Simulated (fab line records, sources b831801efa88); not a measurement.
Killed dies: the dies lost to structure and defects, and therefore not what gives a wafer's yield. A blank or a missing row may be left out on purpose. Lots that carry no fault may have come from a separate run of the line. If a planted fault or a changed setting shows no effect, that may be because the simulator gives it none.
fab line records	flow sky130
record lots=12	wafers=36	lastDay=50
route steps=708 shown SD_P@331 LI_CONTACT@378 LOCAL_INTERCONNECT@394 PAD_OPEN@708
lots that met no fault: taken from a fault-free run of the same line
startH: the number of hours between the record's first day and the start of the first shown wafer of the lot	waitH: how many hours have passed since the lot's step before this one	" same as the row above	L1.1+2: a single row standing in for several wafers	- no value, or no start given	* or withheld: withheld	< > ~ a bound
route shown NAME@n: a module of which the file shows steps, and the number in the route of the first	usual: average and standard deviation across the fault-free wafers	same: alike in all rows	chamber/n: place in a boat	sites: per-site readings	_std_site: their standard deviation	_edge_site: the outer-site mean with the inner-site mean subtracted	radiusMm: for every site, how far away it sits from the centre of the wafer	mask NAME#n: copy n	behind: tool/chamber where the wafer was last shaped	hold: reason for holding the lot/hours on hold/outcome of the hold	device: the transistor (n, p or np) that didn't switch	end of line: tests of these same wafers at the route's end	a step with no rows: only its recipe	killed: count of dies lost to structure and defects at first sort (not the wafer's yield)	map: per-die view of a wafer (x killed, . not killed, _ where there is no die)
set.NAME: the setting as run; set.NAME@STEP: as run at that earlier step	model.NAME: the simulator's own value behind a step, which no gauge read
one table for each step of the route and one row for each wafer, over a sample of lots
services: the hour from which a tool's chamber was out of use, counted from the record's first day as startH (under 0 if before that day), plus the number of hours and why
## steps
# step SKY_SD_P_TW_MEAS_11
# usual SD_P_TW=2844/13
lot.wafer	tool	chamber	startH	waitH	SD_P_TW
L951.2	filmMetro-01	-	603.06	0.1	2876
L951.4	"	-	"	"	2847
L951.6	"	-	"	"	2861
L953.2	filmMetro-04	-	622.56	0.1	2823
L953.3	"	-	"	"	2846
L953.6	"	-	"	"	2835
L955.1	filmMetro-02	-	642.10	0.1	2872
L955.2	"	-	"	"	2849
L955.5	"	-	"	"	2870
L956.1	filmMetro-01	-	654.83	0.1	2845
L956.2	"	-	"	"	2840
L956.5	"	-	"	"	2839
L957.1	filmMetro-01	-	661.38	0.1	2821
L957.2	"	-	"	"	2826
L957.6	"	-	"	"	2840
L958.2	filmMetro-01	-	667.01	0.1	2852
L958.3	"	-	"	"	2851
L958.5	"	-	"	"	2854
L959.1	filmMetro-01	-	673.30	0.1	2839
L959.4	"	-	"	"	2853
L959.6	"	-	"	"	2872
L964.2	filmMetro-01	-	705.99	0.1	2857
L964.3	"	-	"	"	2849
L964.5	"	-	"	"	2844
L966.1	filmMetro-02	-	729.65	0.1	2828
L966.5	"	-	"	"	2833
L966.6	"	-	"	"	2829
L967.1	filmMetro-02	-	735.30	0.1	2844
L967.3	"	-	"	"	2836
L967.4	"	-	"	"	2842
L969.1	filmMetro-02	-	752.58	0.1	2847
L969.3	"	-	"	"	2832
L969.6	"	-	"	"	2831
L972.2	filmMetro-04	-	777.16	0.1	2843
L972.4	"	-	"	"	2860
L972.6	"	-	"	"	2873
# step SKY_LI_CONTACT_STRIP_16
# recipe chemistry=O2/N2	powerW=1400	pressureMtorr=1500	platenTempC=withheld	o2FlowSccm=3000	n2FlowSccm=300	overashFraction=0.5
# usual drypumpMotorCurrentA=5.6/0.43	n2FlowSccm=300.0/1.1	oesProductAu=0.376/0.0047	stripTimeToEndpointS=3.500/0.029
# same overashFraction=0.5
lot.wafer	tool	chamber	startH	waitH	drypumpMotorCurrentA	n2FlowSccm	oesProductAu	rfHoursCounterH	stripTimeToEndpointS
L951.2	plasmaAsher-03	1	691.68	-	5.7	299.4	0.378	97	3.521
L951.4	"	1	"	"	5.8	300.5	0.375	-	3.523
L951.6	"	0	"	"	4.9	299.8	0.376	-	3.475
L953.2	plasmaAsher-03	1	710.08	-	5.7	300.9	0.366	99	3.486
L953.3	"	0	"	"	4.9	297.3	0.378	-	3.462
L953.6	"	0	"	"	4.9	297.8	0.374	-	3.457
L955.1	plasmaAsher-03	1	728.38	-	5.8	300.0	0.368	100	3.487
L955.2	"	0	"	"	4.9	300.4	0.374	100	3.531
L955.5	"	1	"	"	5.7	298.2	0.374	-	3.521
L956.1	plasmaAsher-04	1	740.16	-	5.8	299.3	0.371	64	3.463
L956.2	"	0	"	"	5.4	299.9	0.373	64	3.521
L956.5	"	1	"	"	5.8	301.0	0.376	-	3.503
L957.1	plasmaAsher-02	0	746.51	-	6.1	299.1	0.376	30	3.530
L957.2	"	1	"	"	5.7	299.9	0.383	30	3.516
L957.6	"	1	"	"	5.7	300.1	0.381	-	3.504
L958.2	plasmaAsher-02	1	751.63	-	5.8	300.6	0.373	30	3.483
L958.3	"	0	"	"	6.1	299.7	0.378	-	3.530
L958.5	"	1	"	"	5.7	299.0	0.370	-	3.532
L959.1	plasmaAsher-03	0	757.71	-	4.9	300.9	0.381	1	3.523
L959.4	"	0	"	"	4.9	300.6	0.373	-	3.535
L959.6	"	1	"	"	5.7	301.3	0.380	-	3.488
L964.2	plasmaAsher-04	0	788.78	-	5.4	300.5	0.380	69	3.518
L964.3	"	0	"	"	5.4	298.8	0.372	-	3.532
L964.5	"	1	"	"	5.8	300.8	0.380	-	3.535
L966.1	plasmaAsher-03	1	812.63	-	5.7	299.0	0.372	5	3.483
L966.5	"	1	"	"	5.7	301.6	0.366	-	3.510
L966.6	"	0	"	"	4.9	298.8	0.379	-	3.530
L967.1	plasmaAsher-02	0	817.66	-	6.1	300.4	0.377	37	3.488
L967.3	"	0	"	"	6.1	300.8	0.374	-	3.512
L967.4	"	1	"	"	5.7	300.9	0.367	-	3.479
L969.1	plasmaAsher-02	0	833.98	-	6.1	300.0	0.369	39	3.526
L969.3	"	0	"	"	6.1	299.9	0.376	-	3.511
L969.6	"	1	"	"	5.7	299.9	0.377	-	3.490
L972.2	plasmaAsher-04	1	856.61	-	5.8	299.3	0.376	76	3.516
L972.4	"	0	"	"	5.4	299.8	0.382	-	3.523
L972.6	"	1	"	"	5.8	300.2	0.369	-	3.469
# step SKY_LOCAL_INTERCONNECT_SOFTBAKE_07
# recipe tempC=100	timeS=90	resist=KrF-thick
# usual heaterPowerTotalW=57.36/0.11	runLengthS=119.22/0.18
lot.wafer	tool	chamber	startH	waitH	heaterPowerTotalW	runLengthS
L951.2	lithoTrack-02	0	706	-	57.48	119.25
L951.4	"	0	"	"	57.35	118.94
L951.6	"	0	"	"	57.49	119.12
L953.2	lithoTrack-01	0	725	-	57.30	119.53
L953.3	"	0	"	"	57.23	119.29
L953.6	"	0	"	"	57.48	119.37
L955.1	lithoTrack-01	0	743	-	57.40	140.97
L955.2	"	0	"	"	57.38	140.93
L955.5	"	0	"	"	57.39	141.17
L956.1	lithoTrack-03	0	755	-	57.45	119.10
L956.2	"	0	"	"	57.28	119.16
L956.5	"	0	"	"	57.55	119.23
L957.1	lithoTrack-01	0	760	-	57.22	141.35
L957.2	"	0	"	"	57.49	141.05
L957.6	"	0	761	-	57.28	141.02
L958.2	lithoTrack-01	0	766	-	57.48	141.25
L958.3	"	0	"	"	57.25	140.96
L958.5	"	0	"	"	57.46	140.98
L959.1	lithoTrack-02	0	772	-	57.32	119.09
L959.4	"	0	"	"	57.56	119.05
L959.6	"	0	"	"	57.37	118.96
L964.2	lithoTrack-03	0	803	-	57.53	119.11
L964.3	"	0	"	"	57.45	119.30
L964.5	"	0	"	"	57.36	119.13
L966.1	lithoTrack-01	0	827	-	57.55	119.21
L966.5	"	0	"	"	57.26	119.41
L966.6	"	0	"	"	57.19	119.38
L967.1	lithoTrack-01	0	831	-	57.48	119.57
L967.3	"	0	"	"	57.30	119.32
L967.4	"	0	"	"	57.47	119.62
L969.1	lithoTrack-03	0	848	-	57.30	119.18
L969.3	"	0	"	"	57.48	119.32
L969.6	"	0	"	"	57.37	119.26
L972.2	lithoTrack-02	0	871	-	57.35	118.90
L972.4	"	0	"	"	57.23	119.02
L972.6	"	0	"	"	57.21	119.30
# step SKY_LOCAL_INTERCONNECT_ETCH_13
# recipe chemistry=N2/H2	target=BARC	ionEnergyEv=200	biasW=100	pressureMtorr=30	n2FlowSccm=100	h2FlowSccm=200	icpW=500	stopOn=SiO2	timeS=45.9	targetDepthA=600
# usual drypumpMotorCurrentA=5.5/0.58	n2FlowSccm=100.0/0.32	oesProductAu=0.854/0.0045	throttleValvePct=13.225/0.008
lot.wafer	tool	chamber	startH	waitH	drypumpMotorCurrentA	n2FlowSccm	oesProductAu	rfHoursCounterH	throttleValvePct
L951.2	rieMetal-01	1	720.98	0.0	4.7	100.2	0.856	11	13.233
L951.4	"	0	"	"	6.3	100.2	0.849	-	13.218
L951.6	"	1	"	"	4.7	100.2	0.852	-	13.223
L953.2	rieMetal-02	0	739.45	0.0	5.4	100.2	0.851	3	13.225
L953.3	"	0	"	"	5.4	99.7	0.860	-	13.223
L953.6	"	1	"	"	5.7	100.2	0.859	-	13.222
L955.1	rieMetal-01	1	757.10	0.0	4.7	100.1	0.853	12	13.211
L955.2	"	0	"	"	6.2	100.3	0.853	2	13.221
L955.5	"	0	"	"	6.2	100.5	0.856	-	13.225
L956.1	rieMetal-02	0	769.50	0.0	5.4	100.1	0.855	4	13.211
L956.2	"	1	"	"	5.7	100.5	0.855	17	13.214
L956.5	"	0	"	"	5.4	100.4	0.851	-	13.215
L957.1	rieMetal-03	0	775.20	0.0	5.9	99.7	0.862	3	13.230
L957.2	"	1	"	"	4.8	100.3	0.852	13	13.216
L957.6	"	1	"	"	4.8	100.0	0.852	-	13.235
L958.2	rieMetal-01	0	780.20	0.0	6.2	99.9	0.858	3	13.246
L958.3	"	0	"	"	6.2	100.3	0.854	-	13.237
L958.5	"	1	"	"	4.7	100.0	0.854	-	13.226
L959.1	rieMetal-02	0	786.43	0.0	5.4	99.7	0.856	4	13.237
L959.4	"	0	"	"	5.4	100.0	0.868	-	13.249
L959.6	"	1	"	"	5.7	100.3	0.848	-	13.225
L964.2	rieMetal-03	0	816.60	0.0	5.9	100.0	0.852	5	13.230
L964.3	"	1	"	"	4.8	100.0	0.850	-	13.228
L964.5	"	1	"	"	4.8	100.4	0.855	-	13.233
L966.1	rieMetal-01	1	840.45	0.0	4.7	99.6	0.853	15	13.220
L966.5	"	1	"	"	4.8	99.8	0.855	-	13.227
L966.6	"	0	"	"	6.3	99.9	0.853	-	13.238
L967.1	rieMetal-02	0	845.20	0.0	5.4	99.7	0.855	7	13.235
L967.3	"	1	"	"	5.6	100.1	0.850	-	13.225
L967.4	"	0	"	"	5.4	99.9	0.854	-	13.234
L969.1	rieMetal-01	0	861.48	0.0	6.2	99.7	0.856	7	13.218
L969.3	"	1	"	"	4.7	100.0	0.862	-	13.228
L969.6	"	1	"	"	4.7	100.2	0.851	-	13.222
L972.2	rieMetal-03	0	883.70	0.0	5.9	99.6	0.851	8	13.218
L972.4	"	0	"	"	5.9	99.4	0.856	-	13.212
L972.6	"	1	"	"	4.8	99.4	0.857	-	13.222
# step SKY_PAD_OPEN_PROBE_99
# usual killed_at_M0_to_M3=43/6.5	killed_at_M4_up=3.2/1.8	killedAtContacts=24/5.2	killedAtFrontEnd=15/4	killedAtOther=0.4/0.69	killedDies=86/8.7	killedOpen=47/7	killedShort=39/5.7
# same grossDies=492	killedAtBackSide=0
lot.wafer	tool	chamber	startH	waitH	killed_at_M0_to_M3	killed_at_M4_up	killedAtContacts	killedAtFrontEnd	killedAtOther	killedDies	killedOpen	killedShort
L955.1	prober-02	-	1113.21	0.1	44	2	21	21	0	88	52	36
L955.2	prober-02	-	1113.26	0.1	35	3	25	12	1	76	40	35
L955.5	prober-02	-	1113.41	0.2	48	1	20	17	0	86	53	33
L956.1	prober-01	-	1123.72	0.1	59	3	18	17	0	97	59	38
L956.2	prober-01	-	1123.77	0.1	38	1	12	13	0	64	29	35
L956.5	prober-01	-	1123.92	0.2	44	5	19	16	1	85	46	38
L957.1	prober-02	-	1126.52	0.1	46	5	27	18	4	100	53	45
L957.2	prober-02	-	1126.57	0.1	44	2	24	15	1	86	45	40
L957.6	prober-02	-	1126.77	0.2	50	3	29	21	0	103	62	41
L958.2	prober-01	-	1130.48	0.1	52	3	20	15	0	90	48	42
L958.3	prober-01	-	1130.53	0.2	39	3	23	12	0	77	36	41
L958.5	prober-01	-	1130.63	0.2	46	1	17	18	0	82	39	43
L959.1	prober-02	-	1135.14	0.1	36	5	22	13	0	76	45	31
L959.4	prober-02	-	1135.29	0.2	45	3	32	10	1	91	52	39
L959.6	prober-02	-	1135.39	0.2	46	6	33	6	1	92	58	34
L966.1	prober-01	-	1173.96	0.1	41	4	17	19	0	81	38	43
L966.5	prober-01	-	1174.16	0.2	40	1	33	15	0	89	51	37
L966.6	prober-01	-	1174.21	0.2	44	1	31	15	0	91	49	42
L967.1	prober-02	-	1174.57	0.1	36	4	29	11	0	80	44	36
L967.3	prober-02	-	1174.67	0.2	47	3	23	18	0	91	53	38
L967.4	prober-02	-	1174.72	0.2	44	1	20	20	0	85	57	28
# killed by level:class
L955.1 VIA3:geometricParticle:open=10 FIELD_ISO:geometricParticle:open=8 VIA1:geometricParticle:open=8 LI_CONTACT:geometricParticle:open=8 CONTACT:geometricParticle:open=7 VIA1:geometricParticle:short=6 VIA2:geometricParticle:open=6 POLY_GATE:geometricParticle:short=5
L955.2 CONTACT:geometricParticle:open=9 VIA2:geometricParticle:open=9 VIA1:geometricParticle:open=6 LOCAL_INTERCONNECT:geometricParticle:short=5 VIA3:geometricParticle:short=5 LI_CONTACT:geometricParticle:short=4 LI_CONTACT:geometricParticle:open=4 METAL1:geometricParticle:short=4
L955.5 VIA1:geometricParticle:open=14 VIA3:geometricParticle:open=8 LI_CONTACT:geometricParticle:open=7 VIA2:geometricParticle:open=7 CONTACT:geometricParticle:open=6 POLY_GATE:geometricParticle:short=5 METAL2:geometricParticle:short=5 FIELD_ISO:geometricParticle:short=4
L956.1 VIA2:geometricParticle:open=16 VIA3:geometricParticle:open=12 VIA1:geometricParticle:open=8 CONTACT:geometricParticle:open=7 METAL3:geometricParticle:short=6 POLY_GATE:geometricParticle:short=5 SPACER:geometricParticle:open=5 LI_CONTACT:geometricParticle:short=4
L956.2 VIA1:geometricParticle:open=8 FIELD_ISO:geometricParticle:open=5 LI_CONTACT:geometricParticle:open=5 VIA2:geometricParticle:short=5 VIA2:geometricParticle:open=5 METAL2:geometricParticle:short=4 VIA3:geometricParticle:short=4 FIELD_ISO:geometricParticle:short=3
L956.5 VIA1:geometricParticle:open=10 CONTACT:geometricParticle:open=8 VIA2:geometricParticle:open=7 METAL3:geometricParticle:short=7 LI_CONTACT:geometricParticle:open=5 METAL2:geometricParticle:short=5 VIA3:geometricParticle:open=5 METAL4:geometricParticle:short=4
L957.1 CONTACT:geometricParticle:open=10 VIA3:geometricParticle:open=9 LI_CONTACT:geometricParticle:open=8 VIA1:geometricParticle:open=8 METAL1:geometricParticle:short=7 VIA2:geometricParticle:short=6 VIA2:geometricParticle:open=6 FIELD_ISO:geometricParticle:short=5
L957.2 VIA1:geometricParticle:open=10 CONTACT:geometricParticle:open=9 METAL1:geometricParticle:short=8 VIA1:geometricParticle:short=7 LI_CONTACT:geometricParticle:open=6 LI_CONTACT:geometricParticle:short=4 VIA3:geometricParticle:open=4 METAL2:geometricParticle:short=4
L957.6 VIA3:geometricParticle:open=14 CONTACT:geometricParticle:open=11 METAL1:geometricParticle:short=10 VIA1:geometricParticle:open=9 LI_CONTACT:geometricParticle:open=8 FIELD_ISO:geometricParticle:short=7 FIELD_ISO:geometricParticle:open=5 CONTACT:geometricParticle:short=5
L958.2 VIA1:geometricParticle:open=12 VIA1:geometricParticle:short=12 CONTACT:geometricParticle:open=10 VIA2:geometricParticle:open=6 CONTACT:geometricParticle:short=5 METAL1:geometricParticle:short=5 VIA3:geometricParticle:open=5 POLY_GATE:geometricParticle:open=4
L958.3 VIA1:geometricParticle:open=9 LI_CONTACT:geometricParticle:open=8 CONTACT:geometricParticle:short=8 VIA1:geometricParticle:short=8 VIA3:geometricParticle:open=5 FIELD_ISO:geometricParticle:short=4 CONTACT:geometricParticle:open=4 METAL2:geometricParticle:short=4
L958.5 METAL2:geometricParticle:short=13 VIA1:geometricParticle:open=10 METAL1:geometricParticle:short=7 FIELD_ISO:geometricParticle:short=6 CONTACT:geometricParticle:short=6 CONTACT:geometricParticle:open=6 POLY_GATE:geometricParticle:open=5 VIA1:geometricParticle:short=5
L959.1 CONTACT:geometricParticle:open=11 METAL1:geometricParticle:short=7 VIA2:geometricParticle:open=6 VIA1:geometricParticle:open=6 VIA3:geometricParticle:open=6 LI_CONTACT:geometricParticle:open=4 CONTACT:geometricParticle:short=4 POLY_GATE:geometricParticle:open=3
L959.4 LI_CONTACT:geometricParticle:open=13 CONTACT:geometricParticle:open=10 VIA1:geometricParticle:open=8 METAL1:geometricParticle:short=6 VIA1:geometricParticle:short=5 VIA2:geometricParticle:open=5 VIA3:geometricParticle:open=5 POLY_GATE:geometricParticle:short=4
L959.6 CONTACT:geometricParticle:open=13 VIA3:geometricParticle:open=12 LI_CONTACT:geometricParticle:open=9 VIA1:geometricParticle:open=9 CONTACT:geometricParticle:short=8 METAL1:geometricParticle:short=6 VIA2:geometricParticle:open=6 METAL4:geometricParticle:short=4
L966.1 VIA1:geometricParticle:open=11 CONTACT:geometricParticle:open=7 METAL3:geometricParticle:short=6 FIELD_ISO:geometricParticle:short=5 POLY_GATE:geometricParticle:short=5 METAL2:geometricParticle:short=5 VIA3:geometricParticle:short=5 POLY_GATE:geometricParticle:open=4
L966.5 LI_CONTACT:geometricParticle:open=11 VIA1:geometricParticle:open=10 CONTACT:geometricParticle:open=9 VIA1:geometricParticle:short=6 FIELD_ISO:geometricParticle:short=5 POLY_GATE:geometricParticle:short=5 VIA2:geometricParticle:open=5 LOCAL_INTERCONNECT:geometricParticle:open=4
L966.6 CONTACT:geometricParticle:open=12 LI_CONTACT:geometricParticle:open=7 VIA1:geometricParticle:open=7 VIA3:geometricParticle:open=7 VIA2:geometricParticle:open=7 POLY_GATE:geometricParticle:short=6 LOCAL_INTERCONNECT:geometricParticle:short=6 FIELD_ISO:geometricParticle:open=5
L967.1 LI_CONTACT:geometricParticle:open=10 CONTACT:geometricParticle:open=8 VIA1:geometricParticle:open=7 VIA2:geometricParticle:open=6 METAL3:geometricParticle:short=4 LI_CONTACT:geometricParticle:short=4 LOCAL_INTERCONNECT:geometricParticle:short=4 METAL2:geometricParticle:short=4
L967.3 VIA1:geometricParticle:open=11 CONTACT:geometricParticle:open=8 VIA3:geometricParticle:open=8 POLY_GATE:geometricParticle:open=7 VIA2:geometricParticle:open=7 METAL2:geometricParticle:short=6 FIELD_ISO:geometricParticle:short=4 FIELD_ISO:geometricParticle:open=4
L967.4 VIA1:geometricParticle:open=16 LI_CONTACT:geometricParticle:open=10 VIA3:geometricParticle:open=8 VIA2:geometricParticle:open=7 POLY_GATE:geometricParticle:short=5 FIELD_ISO:geometricParticle:short=4 FIELD_ISO:geometricParticle:open=4 POLY_GATE:geometricParticle:open=4
## services
tool	chamber	startH	hours	kind
rieMetal-02	0	700.78	24.6	repair
plasmaAsher-04	-	707.04	2.8	pm
plasmaAsher-03	-	733.75	9.0	pm
plasmaAsher-03	0	733.75	9.0	ventCycle
plasmaAsher-03	1	733.75	9.0	ventCycle
rieMetal-03	-	738.31	1.4	pm
plasmaAsher-03	0	742.75	-	clean
plasmaAsher-03	1	742.75	-	clean
plasmaAsher-02	-	758.22	2.8	pm
lithoTrack-02	-	772.45	-	consumableReplace:filter
plasmaAsher-03	-	789.07	23.1	repair
plasmaAsher-03	-	797.02	1.1	repair
plasmaAsher-04	-	800.39	3.3	repair
rieMetal-02	1	822.22	-	clean
rieMetal-02	1	822.22	16.8	scheduledDown
rieMetal-02	1	822.22	16.8	ventCycle
rieMetal-03	1	853.65	-	clean
rieMetal-03	1	853.65	23.1	scheduledDown
rieMetal-03	1	853.65	23.1	ventCycle
rieMetal-01	1	879.07	-	clean
rieMetal-01	1	879.07	26.3	scheduledDown
rieMetal-01	1	879.07	26.3	ventCycle
## key
firstSign step=SKY_LOCAL_INTERCONNECT_SOFTBAKE_07	reading=runLengthS	direction=up	sigmas=99+	usual=*	struck=*
effect none on later readings
metAt SKY_LOCAL_INTERCONNECT_SOFTBAKE_07
struckLots L955,L957,L958
testerLeftOut L955,L957,L958
notActingAt SKY_SD_P_TW_MEAS_11,SKY_LI_CONTACT_STRIP_16,SKY_LOCAL_INTERCONNECT_ETCH_13
onsetBetween 725 743
fault kind=processParameterDrift	tool=lithoTrack-01	chamber=-	onsetH=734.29	steps=SKY_LOCAL_INTERCONNECT_SOFTBAKE_07	channel=timeS	offset=*	shape=step	endH=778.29	actsIn=*	stated=*
# testerLeftOut: of these lots the tester's yield and bins aren't shown, on N5 and GAA mostly nor the transistor test; their killed dies are dies lost to structure and defects alone, not to doping, threshold or leakage, so they don't give the yield
